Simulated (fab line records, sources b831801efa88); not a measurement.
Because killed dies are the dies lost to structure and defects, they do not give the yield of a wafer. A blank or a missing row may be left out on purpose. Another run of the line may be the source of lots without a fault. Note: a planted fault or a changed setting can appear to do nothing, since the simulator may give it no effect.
Which tool is to blame? -- flow sky130 -- 11 lots with 33 wafers sampled at 2 steps, on a route of 708 steps

## WHAT THE GAUGES READ, wafer by wafer
SKY_CAPM_THK_MEAS_04: measures by xrf.
lot,measured,on,CAPM_TIN_THK (nm)
L287,day 36 12:25,filmMetro-02,202.2 203.2 204.9
L288,day 36 16:15,filmMetro-01,203.6 205.8 204.5
L295,day 38 18:12,filmMetro-01,205.9 205.3 206.4
L296,day 38 19:44,filmMetro-01,204.2 205.1 206.1
L297,day 39 04:10,filmMetro-02,207.8 206.6 203.1
L303,day 41 02:42,filmMetro-01,206.1 203.2 206.4
L304,day 41 13:23,filmMetro-02,201.8 204.3 198.9
L305,day 41 13:57,filmMetro-04,199.1 204.0 199.9
L308,day 42 10:33,filmMetro-04,203.7 202.4 201.5
L309,day 42 16:58,filmMetro-02,203.3 209.3 207.8
L310,day 43 08:49,filmMetro-04,202.8 201.4 203.0

## WHAT TOOL EACH LOT RAN ON (gives the tool, then ch and the chambers of the sampled wafers, and finally the start)
lot,SKY_METAL3_SPUTTER_00
L287,"pvdSputter-02, day 36 11:57"
L288,"pvdSputter-02, day 36 15:47"
L295,"pvdSputter-03, day 38 17:42"
L296,"pvdSputter-02, day 38 19:15"
L297,"pvdSputter-03, day 39 03:43"
L303,"pvdSputter-03, day 41 02:13"
L304,"pvdSputter-02, day 41 12:54"
L305,"pvdSputter-01, day 41 13:29"
L308,"pvdSputter-03, day 42 10:05"
L309,"pvdSputter-02, day 42 16:29"
L310,"pvdSputter-02, day 43 08:20"
- SKY_METAL3_SPUTTER_00: material Ti, target thk 15 nm, time 10 s.

## AS READ BY THE TOOLS THEMSELVES (means over the sampled wafers that have a number; for cases with no such wafer, the mark the record gives instead)
SKY_METAL3_SPUTTER_00.
lot,tool,throttleValvePct (%)
L287,pvdSputter-02,29.2
L288,pvdSputter-02,31.4
L295,pvdSputter-03,30.3
L296,pvdSputter-02,30.1
L297,pvdSputter-03,30.9
L303,pvdSputter-03,29.9
L304,pvdSputter-02,30.7
L305,pvdSputter-01,30.4
L308,pvdSputter-03,29.7
L309,pvdSputter-02,30.4
L310,pvdSputter-02,30.3

## THE ANSWER, worked out from the rows above alone
Rule: usual is defined by the lots themselves. Put in order of their means at a reading, lots are off if they are a third of the lots or fewer, leave a main group of 4 or more, and stand apart from it by a gap of 3 or more times the standard deviation of the main group's means; of several such gaps the widest counts. Not used: any main group whose means are identical at the precision the tables above print for the reading. Also off: a lot with no number at a reading for which 4 or more lots have one. The other lots that the step has rows for count as sound. Order of review: gauges by route order, followed by the tools' own readings, for which a lot's mean as printed above is used. The first step at which some lot is off is used, and at that step the reading that is off furthest; a lot without a number counts as furthest.
No lot is off at any reading shown: from this, nothing can be told.

## WHAT HAD BEEN PUT IN BY THE SIMULATOR
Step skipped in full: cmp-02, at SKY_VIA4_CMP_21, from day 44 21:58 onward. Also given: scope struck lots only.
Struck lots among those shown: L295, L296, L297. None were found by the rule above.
